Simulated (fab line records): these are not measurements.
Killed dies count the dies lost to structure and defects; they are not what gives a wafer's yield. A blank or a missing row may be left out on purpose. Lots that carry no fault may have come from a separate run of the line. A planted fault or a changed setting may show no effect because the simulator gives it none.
fab line records -- flow gf180mcu -- part 1 of 2: steps 1 to 42 of 43
[record] lots = 6, wafers = 18, last-day = 34
route steps=602 shown CONTACT@304 M1@315 V1@335 PASSIVATION@602
lots that met no fault: taken from a fault-free run of the same line
start-h: hours from the record's first day to the start of the lot's first wafer shown -- wait-h: how many hours have passed since the lot's step before this one -- " repeats the value in the row above -- L1.1+2: a row that stands for several wafers -- - no value, or no start was given -- * or withheld: withheld -- < > ~ a bound
route shown NAME@n: a module of which the file shows steps, and the number in the route of the first -- usual: the fault-free wafers' mean and standard deviation -- same: alike in all rows -- chamber/n: place in a boat -- sites: each site's reading -- _std_site: their standard deviation -- _edge_site: the outer-site mean with the inner-site mean subtracted -- radius-mm: for every site, how far away it sits from the centre of the wafer -- mask NAME#n: copy n -- behind: the last tool/chamber to shape the wafer -- hold: why the lot was held/for how many hours/how that ended -- device: whichever transistor did not switch (one of n, p or np) -- end of line: at the end of the route, the tests of the same wafers -- a step with no rows: only its recipe -- killed: dies lost to structure and defects at the first sort, not the wafer's yield -- map: per-die view of a wafer (x killed, . not killed, _ where there is no die)
set.NAME: the run value of the setting; set.NAME@STEP: its run value at that earlier step -- model.NAME: the simulator's own value behind a step, which no gauge read
lots at some steps of the route; a table a step, a row a wafer
services: a tool's chamber out of use, with start hour (start-h, from the record's first day; less than 0 if before it), hours out, and reason
[[steps]]
[step GF_CONTACT_ETCH_17]
[recipe] chemistry = C4F8/O2/Ar, mask-material = KrF, target = SiO2, stop-on = CoSi2, source-w = 1500, bias-w = 1200, pressure-mtorr = 40, c4f8-flow-sccm = withheld, O2_flow_sccm = 6, Ar_flow_sccm = 300, time-s = withheld, target-depth-a = 8600
[step GF_CONTACT_STRIP_18]
[recipe] chemistry = O2/N2, power-w = 1400, pressure-mtorr = 1500, platen-temp-c = 250, o2-flow-sccm = 3000, n2-flow-sccm = 300, overash-fraction = 0.5
[step GF_CONTACT_CLEAN_19]
[recipe] chemistry = SPM
[step GF_CONTACT_CLEAN_20]
[recipe] chemistry = DIW
[step GF_CONTACT_CLEAN_21]
[recipe] chemistry = dHF, time-s = 20, dilution = 100:1, dry = ipa-marangoni
[step GF_CONTACT_SPUTTER_22]
[recipe] material = Ti, target-thk-nm = 15, chamber-pressure-pa = 5, power-w = 2500, substrate-temp-c = 200, time-s = 80.02
[usual] substrate-temp-c = 200.01/0.17, throttle-valve-pct = 29.6/0.98
lot.wafer,tool,chamber,start-h,wait-h,substrate-temp-c,throttle-valve-pct
L451.2,pvd-sputter-03,-,427.78,0.0,200.16,29.6
L451.4,pvd-sputter-03,-,427.78,0.0,199.82,31.0
L451.5,pvd-sputter-03,-,427.78,0.0,199.79,29.9
L456.1,pvd-sputter-02,-,470.70,0.0,200.26,29.0
L456.2,pvd-sputter-02,-,470.70,0.0,199.90,28.4
L456.5,pvd-sputter-02,-,470.70,0.0,199.87,28.1
L458.3,pvd-sputter-02,-,482.04,0.0,200.03,30.0
L458.5,pvd-sputter-02,-,482.04,0.0,200.30,30.3
L458.6,pvd-sputter-02,-,482.04,0.0,200.04,29.2
L463.4,pvd-sputter-02,-,529.46,0.0,199.93,28.2
L463.5,pvd-sputter-02,-,529.46,0.0,200.29,29.1
L463.6,pvd-sputter-02,-,529.46,0.0,199.86,30.4
L464.3,pvd-sputter-03,-,538.86,0.0,200.15,29.6
L464.5,pvd-sputter-03,-,538.86,0.0,200.12,30.0
L464.6,pvd-sputter-03,-,538.86,0.0,200.08,30.8
L465.3,pvd-sputter-01,-,548.06,0.0,199.61,28.0
L465.4,pvd-sputter-01,-,548.06,0.0,200.04,30.8
L465.6,pvd-sputter-01,-,548.06,0.0,200.07,29.3
[step GF_CONTACT_SPUTTER_23]
[recipe] material = TiN, target-thk-nm = 10, chamber-pressure-pa = 5, power-w = 4000, time-s = 40
[step GF_CONTACT_CVD_24]
[recipe] material = W, target-thk-nm = 300, time-s = 90.339, temp-c = 400, pressure-torr = 40
[step GF_CONTACT_RS_MEAS_25]
[recipe] thk-meas-gauge = four-point-probe, reads = W_of_CONTACT_CVD_24+TiN_of_CONTACT_SPUTTER_23+Ti_of_CONTACT_SPUTTER_22
[usual] CONTACT_W_RS = 0.384/0.0049
lot.wafer,tool,chamber,start-h,wait-h,CONTACT_W_RS[ohm/sq]
L451.2,film-metro-03,-,428.00,0.1,0.386
L451.4,film-metro-03,-,428.00,0.1,0.386
L451.5,film-metro-03,-,428.00,0.1,0.379
L456.1,film-metro-04,-,470.90,0.1,0.384
L456.2,film-metro-04,-,470.90,0.1,0.389
L456.5,film-metro-04,-,470.90,0.1,0.389
L458.3,film-metro-03,-,482.29,0.1,0.383
L458.5,film-metro-03,-,482.29,0.1,0.389
L458.6,film-metro-03,-,482.29,0.1,0.384
L463.4,film-metro-04,-,529.72,0.1,0.387
L463.5,film-metro-04,-,529.72,0.1,0.387
L463.6,film-metro-04,-,529.72,0.1,0.382
L464.3,film-metro-03,-,539.10,0.1,0.381
L464.5,film-metro-03,-,539.10,0.1,0.381
L464.6,film-metro-03,-,539.10,0.1,0.386
L465.3,film-metro-03,-,548.30,0.1,0.390
L465.4,film-metro-03,-,548.30,0.1,0.386
L465.6,film-metro-03,-,548.30,0.1,0.389
[step GF_CONTACT_THK_MEAS_26]
[recipe] thk-meas-gauge = xrf, reads = W_of_CONTACT_CVD_24
[usual] CONTACT_W_THK = 302/4.3
lot.wafer,tool,chamber,start-h,wait-h,CONTACT_W_THK[nm]
L451.2,film-metro-03,-,428.11,0.1,299
L451.4,film-metro-03,-,428.11,0.1,301
L451.5,film-metro-03,-,428.11,0.1,305
L456.1,film-metro-04,-,471.02,0.1,306
L456.2,film-metro-04,-,471.02,0.1,300
L456.5,film-metro-04,-,471.02,0.1,300
L458.3,film-metro-03,-,482.39,0.1,302
L458.5,film-metro-03,-,482.39,0.1,297
L458.6,film-metro-03,-,482.39,0.1,300
L463.4,film-metro-04,-,529.81,0.1,300
L463.5,film-metro-04,-,529.81,0.1,301
L463.6,film-metro-04,-,529.81,0.1,306
L464.3,film-metro-03,-,539.20,0.1,304
L464.5,film-metro-03,-,539.20,0.1,303
L464.6,film-metro-03,-,539.20,0.1,299
L465.3,film-metro-03,-,548.40,0.1,294
L465.4,film-metro-03,-,548.40,0.1,298
L465.6,film-metro-03,-,548.40,0.1,297
[step GF_CONTACT_CMP_27]
[recipe] stop-on = SiO2, down-force-psi = 3.5, platen-rpm = 60, t-overpolish-s = 15, target-thk-nm = 0, pad-velocity-m-s = 0.94248
[step GF_M1_SPUTTER_00]
[recipe] material = Ti, target-thk-nm = 37.5, arriving-ion-energy-ev = 80, substrate-temp-c = 200, chamber-pressure-pa = 2, power-w = 4000, time-s = 150
[step GF_M1_SPUTTER_01]
[recipe] material = TiN, target-thk-nm = 30, power-w = 6500, time-s = 25, chamber-pressure-pa = 0.4
[usual] throttle-valve-pct = 29.5/0.98
lot.wafer,tool,chamber,start-h,wait-h,throttle-valve-pct
L451.2,pvd-sputter-01,-,428.58,0.1,28.3
L451.4,pvd-sputter-01,-,428.58,0.1,29.5
L451.5,pvd-sputter-01,-,428.58,0.1,28.0
L456.1,pvd-sputter-01,-,471.48,0.1,28.5
L456.2,pvd-sputter-01,-,471.48,0.1,29.7
L456.5,pvd-sputter-01,-,471.48,0.1,29.3
L458.3,pvd-sputter-01,-,482.83,0.1,31.2
L458.5,pvd-sputter-01,-,482.83,0.1,31.3
L458.6,pvd-sputter-01,-,482.83,0.1,29.2
L463.4,pvd-sputter-04,-,530.24,0.1,29.0
L463.5,pvd-sputter-04,-,530.24,0.1,29.1
L463.6,pvd-sputter-04,-,530.24,0.1,30.9
L464.3,pvd-sputter-03,-,539.64,0.1,29.9
L464.5,pvd-sputter-03,-,539.64,0.1,30.8
L464.6,pvd-sputter-03,-,539.64,0.1,28.8
L465.3,pvd-sputter-01,-,548.84,0.1,30.8
L465.4,pvd-sputter-01,-,548.84,0.1,28.0
L465.6,pvd-sputter-01,-,548.84,0.1,28.1
[step GF_M1_SPUTTER_02]
[recipe] material = AlCu, target-thk-nm = 450, power-w = 10600, time-s = 23.9, chamber-pressure-pa = 0.4
[step GF_M1_SPUTTER_03]
[recipe] material = Ti, target-thk-nm = 10, substrate-temp-c = 300, chamber-pressure-pa = 0.3, power-w = 3000, time-s = 6.7
[step GF_M1_SPUTTER_04]
[recipe] material = TiN, target-thk-nm = 50, power-w = 6500, time-s = 41.7, chamber-pressure-pa = 0.4
[usual] throttle-valve-pct = 29.5/0.98
lot.wafer,tool,chamber,start-h,wait-h,throttle-valve-pct
L451.2,pvd-sputter-01,-,428.67,0.0,28.1
L451.4,pvd-sputter-01,-,428.67,0.0,29.4
L451.5,pvd-sputter-01,-,428.67,0.0,28.2
L456.1,pvd-sputter-01,-,471.56,0.0,28.0
L456.2,pvd-sputter-01,-,471.56,0.0,29.4
L456.5,pvd-sputter-01,-,471.56,0.0,29.4
L458.3,pvd-sputter-01,-,482.91,0.0,31.1
L458.5,pvd-sputter-01,-,482.91,0.0,31.0
L458.6,pvd-sputter-01,-,482.91,0.0,29.5
L463.4,pvd-sputter-04,-,530.32,0.0,28.9
L463.5,pvd-sputter-04,-,530.32,0.0,29.2
L463.6,pvd-sputter-04,-,530.32,0.0,30.9
L464.3,pvd-sputter-03,-,539.72,0.0,29.9
L464.5,pvd-sputter-03,-,539.72,0.0,30.5
L464.6,pvd-sputter-03,-,539.72,0.0,28.9
L465.3,pvd-sputter-01,-,548.92,0.0,31.0
L465.4,pvd-sputter-01,-,548.92,0.0,28.1
L465.6,pvd-sputter-01,-,548.92,0.0,28.1
[step GF_M1_RS_MEAS_05]
[recipe] thk-meas-gauge = four-point-probe, reads = TiN_of_M1_SPUTTER_04+Ti_of_M1_SPUTTER_03+AlCu_of_M1_SPUTTER_02+TiN_of_M1_SPUTTER_01+Ti_of_M1_SPUTTER_00
[usual] M1_ALCU_RS = 0.0695/0.00082
lot.wafer,tool,chamber,start-h,wait-h,M1_ALCU_RS[ohm/sq]
L451.2,film-metro-01,-,428.72,0.0,0.0689
L451.4,film-metro-01,-,428.72,0.0,0.0684
L451.5,film-metro-01,-,428.72,0.0,0.0687
L456.1,film-metro-01,-,471.60,0.0,0.0690
L456.2,film-metro-01,-,471.60,0.0,0.0698
L456.5,film-metro-01,-,471.60,0.0,0.0694
L458.3,film-metro-04,-,482.99,0.1,0.0706
L458.5,film-metro-04,-,482.99,0.1,0.0710
L458.6,film-metro-04,-,482.99,0.1,0.0717
L463.4,film-metro-01,-,530.42,0.1,0.0701
L463.5,film-metro-01,-,530.42,0.1,0.0700
L463.6,film-metro-01,-,530.42,0.1,0.0685
L464.3,film-metro-02,-,539.80,0.1,0.0698
L464.5,film-metro-02,-,539.80,0.1,0.0688
L464.6,film-metro-02,-,539.80,0.1,0.0700
L465.3,film-metro-01,-,549.00,0.1,0.0690
L465.4,film-metro-01,-,549.00,0.1,0.0690
L465.6,film-metro-01,-,549.00,0.1,0.0687
[step GF_M1_THK_MEAS_06]
[recipe] thk-meas-gauge = xrf, reads = AlCu_of_M1_SPUTTER_02
[usual] M1_ALCU_THK = 455/5.3
lot.wafer,tool,chamber,start-h,wait-h,M1_ALCU_THK[nm]
L451.2,film-metro-01,-,428.83,0.1,464
L451.4,film-metro-01,-,428.83,0.1,463
L451.5,film-metro-01,-,428.83,0.1,462
L456.1,film-metro-01,-,471.72,0.1,456
L456.2,film-metro-01,-,471.72,0.1,455
L456.5,film-metro-01,-,471.72,0.1,455
L458.3,film-metro-04,-,483.09,0.1,446
L458.5,film-metro-04,-,483.09,0.1,445
L458.6,film-metro-04,-,483.09,0.1,441
L463.4,film-metro-01,-,530.51,0.1,450
L463.5,film-metro-01,-,530.51,0.1,451
L463.6,film-metro-01,-,530.51,0.1,458
L464.3,film-metro-02,-,539.90,0.1,452
L464.5,film-metro-02,-,539.90,0.1,458
L464.6,film-metro-02,-,539.90,0.1,451
L465.3,film-metro-01,-,549.10,0.1,457
L465.4,film-metro-01,-,549.10,0.1,457
L465.6,film-metro-01,-,549.10,0.1,459
[step GF_M1_DEHYDRATE_07]
[recipe] temp-c = 200, time-s = 60
[step GF_M1_HMDS_08]
[recipe] prime-time-s = 60, prime-temp-c = 120
[step GF_M1_COAT_09]
[recipe] resist = KrF, spin-rpm = withheld, resist-thk-nm = 1000
[step GF_M1_SOFTBAKE_10]
[recipe] temp-c = 130, time-s = 60, resist = KrF
[step GF_M1_EXPOSE_11]
[recipe] mask-id = Metal1, target-cd-nm = 230, na = 0.68, source-shape = conventional, sigma-outer = 0.6, dose-mj = 28
[step GF_M1_PEB_12]
[recipe] peb-temp-c = 135, peb-time-s = 90, resist = KrF
[step GF_M1_DEVELOP_13]
[recipe] develop-time-s = 60, dev-temp-c = 21
[step GF_M1_CD_MEAS_14]
[recipe] target-cd-nm = 230
[usual] cd-nm = 229.9/1.3
lot.wafer,tool,chamber,start-h,wait-h,cd-nm
L451.2,cd-sem-01,-,452.43,0.1,231.0
L451.4,cd-sem-01,-,452.43,0.1,230.7
L451.5,cd-sem-01,-,452.43,0.1,230.9
L456.1,cd-sem-02,-,495.27,0.1,231.4
L456.2,cd-sem-02,-,495.27,0.1,230.0
L456.5,cd-sem-02,-,495.27,0.1,231.3
L458.3,cd-sem-02,-,505.70,0.1,229.5
L458.5,cd-sem-02,-,505.70,0.1,229.4
L458.6,cd-sem-02,-,505.70,0.1,228.9
L463.4,cd-sem-01,-,553.41,0.1,229.9
L463.5,cd-sem-01,-,553.41,0.1,229.2
L463.6,cd-sem-01,-,553.41,0.1,230.3
L464.3,cd-sem-01,-,562.00,0.1,228.8
L464.5,cd-sem-01,-,562.00,0.1,228.3
L464.6,cd-sem-01,-,562.00,0.1,229.8
L465.3,cd-sem-01,-,571.21,0.1,229.9
L465.4,cd-sem-01,-,571.21,0.1,230.6
L465.6,cd-sem-01,-,571.21,0.1,230.3
[step GF_M1_OVL_MEAS_15]
[usual] M1_OVL = 2/4.7
lot.wafer,tool,chamber,start-h,wait-h,M1_OVL[nm]
L451.2,overlay-02,-,452.54,0.1,4
L451.4,overlay-02,-,452.54,0.1,8
L451.5,overlay-02,-,452.54,0.1,-1
L456.1,overlay-02,-,495.39,0.1,-2
L456.2,overlay-02,-,495.39,0.1,-6
L456.5,overlay-02,-,495.39,0.1,-5
L458.3,overlay-02,-,505.79,0.1,0
L458.5,overlay-02,-,505.79,0.1,0
L458.6,overlay-02,-,505.79,0.1,1
L463.4,overlay-02,-,553.49,0.1,12
L463.5,overlay-02,-,553.49,0.1,4
L463.6,overlay-02,-,553.49,0.1,4
L464.3,overlay-01,-,562.09,0.1,4
L464.5,overlay-01,-,562.09,0.1,6
L464.6,overlay-01,-,562.09,0.1,8
L465.3,overlay-02,-,571.30,0.1,9
L465.4,overlay-02,-,571.30,0.1,5
L465.6,overlay-02,-,571.30,0.1,1
[step GF_M1_METAL_ETCH_16]
[recipe] chemistry = Cl2/BCl3, mask-material = KrF, target-depth-nm = 750.8, stop-on = SiO2, pressure-mtorr = 8, icp-w = 800, bias-w = 140, Cl2_flow_sccm = 80, bcl3-flow-sccm = 40, time-s = 125.1
[usual] chamber-pressure-mTorr = 7.999/0.0072, drypump-motor-current-A = 5.4/0.51, oes-product-au = 0.990/0.0055, throttle-valve-pct = 28.229/0.0094
lot.wafer,tool,chamber,start-h,wait-h,chamber-pressure-mTorr,drypump-motor-current-A,oes-product-au,rf-hours-counter-h,throttle-valve-pct
L451.2,rie-metal-03,0,452.57,0.0,7.997,5.7,0.982,12,28.231
L451.4,rie-metal-03,1,452.57,0.0,7.999,5.2,0.996,-,28.237
L451.5,rie-metal-03,0,452.57,0.0,7.984,5.7,0.996,-,28.250
L456.1,rie-metal-03,1,495.43,0.0,7.998,5.2,0.979,11,28.226
L456.2,rie-metal-03,1,495.43,0.0,8.005,5.2,0.989,-,28.224
L456.5,rie-metal-03,1,495.43,0.0,8.008,5.2,0.990,-,28.222
L458.3,rie-metal-03,1,505.90,0.1,8.007,5.2,0.988,-,28.225
L458.5,rie-metal-03,1,505.90,0.1,7.993,5.2,0.982,-,28.246
L458.6,rie-metal-03,1,505.90,0.1,7.991,5.2,0.983,-,28.228
L463.4,rie-metal-02,1,553.55,0.1,8.002,4.9,0.998,-,28.224
L463.5,rie-metal-02,0,553.55,0.1,7.997,4.9,0.990,-,28.228
L463.6,rie-metal-02,1,553.55,0.1,8.003,4.9,0.991,-,28.223
L464.3,rie-metal-02,0,562.16,0.1,8.021,4.9,0.996,-,28.225
L464.5,rie-metal-02,1,562.16,0.1,7.992,4.9,0.995,-,28.224
L464.6,rie-metal-02,0,562.16,0.1,7.997,4.9,0.993,-,28.231
L465.3,rie-metal-04,1,571.37,0.1,7.985,6.6,0.992,-,28.235
L465.4,rie-metal-04,0,571.37,0.1,8.007,5.4,0.988,-,28.213
L465.6,rie-metal-04,1,571.37,0.1,8.004,6.6,0.991,-,28.223
[step GF_M1_STRIP_17]
[recipe] chemistry = O2/N2, power-w = 1400, pressure-mtorr = 1500, platen-temp-c = 250, o2-flow-sccm = 3000, n2-flow-sccm = 300, overash-fraction = 0.5
[usual] chamber-pressure-mTorr = 1500.3/1.4, drypump-motor-current-A = 5.8/0.37, heater-power-w = 325/32, oes-product-au = 0.538/0.0056, strip-time-to-endpoint-s = 7.39/0.047
lot.wafer,tool,chamber,start-h,wait-h,chamber-pressure-mTorr,drypump-motor-current-A,heater-power-w,oes-product-au,rf-hours-counter-h,strip-time-to-endpoint-s
L451.2,plasma-asher-02,0,452.70,0.1,1499.8,6.2,338,0.539,77,7.40
L451.4,plasma-asher-02,0,452.70,0.1,1500.1,6.2,339,0.534,-,7.41
L451.5,plasma-asher-02,1,452.70,0.1,1499.9,5.5,299,0.539,-,7.39
L456.1,plasma-asher-02,1,495.68,0.2,1499.6,5.5,297,0.532,82,7.42
L456.2,plasma-asher-02,0,495.68,0.2,1500.5,6.3,339,0.534,82,7.42
L456.5,plasma-asher-02,0,495.68,0.2,1501.7,6.2,333,0.542,-,7.44
L458.3,plasma-asher-02,0,506.11,0.2,1502.7,6.2,335,0.541,-,7.47
L458.5,plasma-asher-02,0,506.11,0.2,1500.4,6.2,329,0.545,-,7.48
L458.6,plasma-asher-02,1,506.11,0.2,1500.8,5.5,292,0.537,-,7.44
L463.4,plasma-asher-04,0,553.67,0.1,1499.9,5.9,382,0.539,-,7.28
L463.5,plasma-asher-04,1,553.67,0.1,1500.6,6.3,291,0.536,-,7.32
L463.6,plasma-asher-04,0,553.67,0.1,1499.6,5.9,387,0.538,-,7.36
L464.3,plasma-asher-02,0,562.28,0.1,1500.7,6.2,335,0.531,-,7.36
L464.5,plasma-asher-02,1,562.28,0.1,1499.6,5.5,289,0.536,-,7.36
L464.6,plasma-asher-02,0,562.28,0.1,1497.8,6.2,336,0.542,-,7.34
L465.3,plasma-asher-03,1,571.49,0.1,1499.7,5.4,375,0.533,-,7.37
L465.4,plasma-asher-03,0,571.49,0.1,1499.7,5.3,315,0.540,-,7.38
L465.6,plasma-asher-03,1,571.49,0.1,1498.0,5.5,372,0.531,-,7.38
[step GF_M1_STRIP_18]
[recipe] chemistry = post-etch-residue-remover, time-s = 1200, temp-c = 72.5
[step GF_M1_CLEAN_19]
[recipe] chemistry = DIW, dry = n2-spin
[step GF_V1_CVD_00]
[recipe] material = SiO2, target-thk-nm = 600, sigma-open-frac = 0.3, temp-c = 400, time-s = 100, sih4-flow-sccm = 60, pressure-mtorr = 6
[step GF_V1_THK_MEAS_01]
[recipe] reads = SiO2_of_V1_CVD_00
[usual] V1_CVD_00_THK = 599/6
lot.wafer,tool,chamber,start-h,wait-h,V1_CVD_00_THK[nm]
L451.2,film-metro-03,-,453.32,0.0,593
L451.4,film-metro-03,-,453.32,0.0,598
L451.5,film-metro-03,-,453.32,0.0,597
L456.1,film-metro-02,-,496.36,0.0,595
L456.2,film-metro-02,-,496.36,0.0,591
L456.5,film-metro-02,-,496.36,0.0,600
L458.3,film-metro-02,-,506.70,0.1,614
L458.5,film-metro-02,-,506.70,0.1,611
L458.6,film-metro-02,-,506.70,0.1,604
L463.4,film-metro-02,-,554.29,0.0,606
L463.5,film-metro-02,-,554.29,0.0,600
L463.6,film-metro-02,-,554.29,0.0,603
L464.3,film-metro-03,-,562.94,0.1,599
L464.5,film-metro-03,-,562.94,0.1,594
L464.6,film-metro-03,-,562.94,0.1,596
L465.3,film-metro-04,-,572.12,0.1,602
L465.4,film-metro-04,-,572.12,0.1,602
L465.6,film-metro-04,-,572.12,0.1,603
[step GF_V1_CVD_02]
[recipe] material = SiO2, target-thk-nm = 850, precursor = TEOS, temp-c = 400, time-s = 94.851, rf-w = 600
[step GF_V1_THK_MEAS_03]
[recipe] reads = SiO2_of_V1_CVD_02
[usual] V1_CVD_02_THK = 849/13
lot.wafer,tool,chamber,start-h,wait-h,V1_CVD_02_THK[nm]
L451.2,film-metro-03,-,453.45,0.0,840
L451.4,film-metro-03,-,453.45,0.0,850
L451.5,film-metro-03,-,453.45,0.0,861
L456.1,film-metro-04,-,496.49,0.0,838
L456.2,film-metro-04,-,496.49,0.0,833
L456.5,film-metro-04,-,496.49,0.0,846
L458.3,film-metro-03,-,506.86,0.1,856
L458.5,film-metro-03,-,506.86,0.1,868
L458.6,film-metro-03,-,506.86,0.1,851
L463.4,film-metro-04,-,554.42,0.0,853
L463.5,film-metro-04,-,554.42,0.0,845
L463.6,film-metro-04,-,554.42,0.0,857
L464.3,film-metro-04,-,563.06,0.1,849
L464.5,film-metro-04,-,563.06,0.1,853
L464.6,film-metro-04,-,563.06,0.1,859
L465.3,film-metro-02,-,572.25,0.1,837
L465.4,film-metro-02,-,572.25,0.1,847
L465.6,film-metro-02,-,572.25,0.1,856
[step GF_V1_CMP_04]
[recipe] material = SiO2, down-force-psi = 4, platen-rpm = 60, pad-velocity-m-s = 0.94248
[usual] motor-current-A = 12.0/1, time-to-endpoint-s = 77/5.2
lot.wafer,tool,chamber,start-h,wait-h,motor-current-A,time-to-endpoint-s
L451.4,cmp-01,3,453.55,0.1,10.8,78
L451.2,cmp-01,0,453.55,0.1,11.1,72
L451.5,cmp-01,3,453.55,0.1,11.3,82
L456.2,cmp-01,1,496.60,0.1,12.1,80
L456.1,cmp-01,3,496.60,0.1,11.3,81
L456.5,cmp-01,1,496.60,0.1,12.1,80
L458.3,cmp-02,1,507.00,0.1,12.2,78
L458.6,cmp-02,3,507.00,0.1,11.3,78
L458.5,cmp-02,0,507.00,0.1,12.2,81
L463.4,cmp-01,3,554.50,0.1,11.3,84
L463.6,cmp-01,2,554.50,0.1,12.3,81
L463.5,cmp-01,3,554.50,0.1,11.2,80
L464.3,cmp-02,1,563.25,0.2,12.3,75
L464.6,cmp-02,2,563.25,0.2,14.4,80
L464.5,cmp-02,3,563.25,0.2,11.6,74
L465.3,cmp-01,1,572.60,0.3,11.8,71
L465.4,cmp-01,3,572.60,0.3,11.1,80
L465.6,cmp-01,0,572.60,0.3,11.1,77
[step GF_V1_BOW_MEAS_05]
[recipe] mode = bow
[usual] V1_BOW = 80/6.6
lot.wafer,tool,chamber,start-h,wait-h,V1_BOW[um]
L451.2,film-metro-03,-,453.82,0.2,76
L451.4,film-metro-03,-,453.82,0.2,82
L451.5,film-metro-03,-,453.82,0.2,93
L456.1,film-metro-04,-,496.85,0.1,80
L456.2,film-metro-04,-,496.85,0.1,70
L456.5,film-metro-04,-,496.85,0.1,79
L458.3,film-metro-02,-,507.24,0.2,77
L458.5,film-metro-02,-,507.24,0.2,78
L458.6,film-metro-02,-,507.24,0.2,88
L463.4,film-metro-03,-,554.81,0.3,76
L463.5,film-metro-03,-,554.81,0.3,83
L463.6,film-metro-03,-,554.81,0.3,77
L464.3,film-metro-02,-,563.44,0.1,82
L464.5,film-metro-02,-,563.44,0.1,79
L464.6,film-metro-02,-,563.44,0.1,77
L465.3,film-metro-02,-,572.89,0.2,75
L465.4,film-metro-02,-,572.89,0.2,91
L465.6,film-metro-02,-,572.89,0.2,78
[step GF_V1_DEHYDRATE_06]
[recipe] temp-c = 200, time-s = 60
[step GF_V1_HMDS_07]
[recipe] prime-time-s = 60, prime-temp-c = 120
[step GF_V1_COAT_08]
[recipe] resist = BARC, temp-c = withheld, time-s = withheld, spin-rpm = withheld, resist-thk-nm = withheld
[step GF_V1_COAT_09]
[recipe] resist = KrF, spin-rpm = withheld, resist-thk-nm = 1000
[step GF_V1_SOFTBAKE_10]
[recipe] temp-c = 130, time-s = 60, resist = KrF
